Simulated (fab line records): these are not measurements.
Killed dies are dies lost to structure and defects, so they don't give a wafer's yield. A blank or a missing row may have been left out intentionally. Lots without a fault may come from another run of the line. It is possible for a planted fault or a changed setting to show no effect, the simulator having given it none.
Code-filled problem report in 8D (eight disciplines) form	flow gf180mcu	the parts of the form that need people (team, actions taken, sign-off) are left out

== 1. THE PROBLEM ==
STI_CVD_03_THK at GF_STI_THK_MEAS_04 reads a mean of 185.2 nm on 3 wafers of 1 lot; wafers without a fault read 206.6 nm with a standard deviation of 1.5. Relative to the usual mean, that is a shift of -14 standard deviations.
First seen on wafer L470.1, day 4 22:25, on film-metro-02. The record has a number at this step for 39 wafers belonging to 13 lots. The rule behind "out" and "out of limits": a value lying over 4 standard deviations away from the usual mean. The rest of the wafers with a number are treated as sound.

== 2. WHAT IT IS, WHAT IT ISN'T ==
question	is	is not
which readings at this step	STI_CVD_03_THK	-
which lots	L470	L454, L455, L456, L460, L461, L462, L463, L465, L466, L469, L471, L472
which wafers of those lots	all that have a number	-
read on which gauges	film-metro-02	film-metro-01, film-metro-03
when	from day 4 22:25	up to then (30 sound wafers); but 6 sound wafers of L471, L472 came after

== 3. SUSPECTS, AND WHAT RULES EACH OUT ==
Counting: a tool at a process step up to the reading stays a suspect if it ran every lot that is out and no sound lot after the first of them.
- the gauge at GF_STI_THK_MEAS_04: ruled out. All the wafers that are out were read on film-metro-02, but those of them that GF_STI_ETCH_13 has rows for are out there too, on other tools.
- lpcvd-02 at GF_STI_CVD_03 (deposits Si3N4 from DCS/NH3, target thk 207.16 nm, time 3551 s): kept. It ran the lot that is out, L470 (day 4 20:26), and no sound lot after that; its last sound lot up to then is L465 (day 3 19:08).
After counting, what remains is lpcvd-02 at GF_STI_CVD_03.

== 4. THE CAUSE (what the simulator had put in) ==
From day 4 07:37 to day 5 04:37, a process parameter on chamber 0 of lpcvd-02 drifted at GF_STI_CVD_03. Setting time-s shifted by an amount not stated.
Counting left only this tool.

== 5. SEQUENCE OF EFFECTS, ordered by route ==
Each row: a reading where the mean over the struck wafers with a number is more than 3 standard deviations away from the usual. Only readings for which the record gives a usual standard deviation are gone through. hours: the time from each lot's start at the first step in this table that gives one to its start at this step, as a median over the lots. sigmas: the change in usual standard deviations.
hours	step	reading	usual	on struck wafers	change	sigmas
0	GF_STI_THK_MEAS_04	STI_CVD_03_THK	206.6 nm	185.2	-21.4	-14
15	GF_STI_ETCH_13	oes-product-au	0.831 a.u.	0.784	-0.047	-9.0
The process steps in it:
- GF_STI_ETCH_13: etches the open film in CHF3/O2, stops on Si, target depth 282.31 nm, time 112.9 s.
Later steps that measure or inspect, where all struck wafers having a row at the step show a number for every such reading and not one has moved that far: GF_STI_THK_MEAS_30, GF_HV_LDD_OVL_MEAS_20, GF_HV_LDD_THK_MEAS_57.

== 6. HOW IT WOULD HAVE BEEN CAUGHT EARLIER ==
The first out-of-limits reading at a measuring or inspecting step in this record came at day 4 22:25, 15 hours after the fault's start at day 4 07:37.
Lots out: 1; all had begun GF_STI_CVD_03 on lpcvd-02 by day 4 22:25. A hold on the tool at that time would have spared none of them.
